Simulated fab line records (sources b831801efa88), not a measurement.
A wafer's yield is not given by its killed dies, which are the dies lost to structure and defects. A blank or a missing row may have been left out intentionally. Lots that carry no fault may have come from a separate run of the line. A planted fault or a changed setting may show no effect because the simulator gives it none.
Code-filled problem report in 8D (eight disciplines) form -- flow sky130 -- the parts of the form that need people (team, actions taken, sign-off) are left out

1. THE PROBLEM
Wafers free of any fault read 15.53 nm (standard deviation 0.26) for CAP2M_CVD_00_THK at SKY_CAP2M_THK_MEAS_01, against a mean of 28.61 nm on 2 wafers of 2 lots. Relative to the usual mean, that is a shift of +50 standard deviations.
Earliest sighting: wafer L314.1 on film metro-02 at day 44 11:20. Wafers with a number at this step in the record: 33, from 11 lots. Rule for "out", or "out of limits": more than 4 standard deviations from the usual mean. Any other wafer with a number is counted as sound.

2. WHAT IT IS, AND WHAT IT ISN'T
question,is,is not
which readings at this step,CAP2M_CVD_00_THK,-
which lots,"L314, L316","L302, L304, L305, L306, L308, L313, L319, L321, L322"
which wafers of those lots,"L314.1, L316.2","L314.3, L314.4, L316.1, L316.5"
read on which gauges,"film metro-02, film metro-04",film metro-01
when,from day 44 11:20,"up to then (20 sound wafers); but 11 sound wafers of L316, L319, L321, L322 came after"

3. SUSPECTS, AND WHAT RULES EACH OUT
Counting: any tool at a process step up to the reading remains a suspect provided it ran every lot that is out. Sound lots after the first of them don't rule it out here, since some wafers of a struck lot are sound.
- the gauge at SKY_CAP2M_THK_MEAS_01 has been ruled out. The wafers that are out were read on 2 gauges (film metro-02, film metro-04).
- pecvd-01 at SKY_CAP2M_CVD_00 (deposits SiO2, target thk 15.5 nm): kept. It ran every lot that is out, first L314 (day 44 11:19); its last sound lot up to then is L305 (day 44 02:32).
- Within pecvd-01 at SKY_CAP2M_CVD_00: the wafers that are out ran in chamber 0; their sound lot-mates ran in chambers 1, 2.
After counting, what remains is pecvd-01 at SKY_CAP2M_CVD_00.

4. THE CAUSE (what the simulator had put in)
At SKY_CAP2M_CVD_00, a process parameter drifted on pecvd-01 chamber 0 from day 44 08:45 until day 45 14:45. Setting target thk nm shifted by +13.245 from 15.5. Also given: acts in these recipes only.
After counting, this tool was the only one left.

5. SEQUENCE OF EFFECTS, ordered by route
One row per reading whose mean, taken over the struck wafers that have a number, lies over 3 standard deviations from the usual. Readings are gone through only where the record gives a usual standard deviation; hours: the median, over the lots, of the time from a lot's start at the first step in this table giving one to that lot's start at this step; sigmas: the change measured in usual standard deviations.
hours,step,reading,usual,on struck wafers,change,sigmas
0,SKY_CAP2M_THK_MEAS_01,CAP2M_CVD_00_THK,15.53 nm,28.61,+13.08,+50
43,SKY_METAL4_ETCH_17,oes product au,0.755 a.u.,1.007,+0.252,+30
The process steps in it:
- SKY_METAL4_ETCH_17: etches SiO2 in C4F8/O2/Ar, stops on TiN, time 3.9 s, target depth 15 nm.

6. WHAT WOULD HAVE CAUGHT IT SOONER
3 hours passed between the start of the fault at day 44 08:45 and the first reading out of limits at a measuring or inspecting step in this record, taken at day 44 11:20.
Tool readings at SKY_CAP2M_CVD_00 with a usual standard deviation given in the record: none out on any struck wafer, hence no alarm at a limit of 4 standard deviations on them.
Lots out: 2; of these, L316 started SKY_CAP2M_CVD_00 on pecvd-01 after day 44 11:20. It would have been spared by a hold on the tool at that moment.
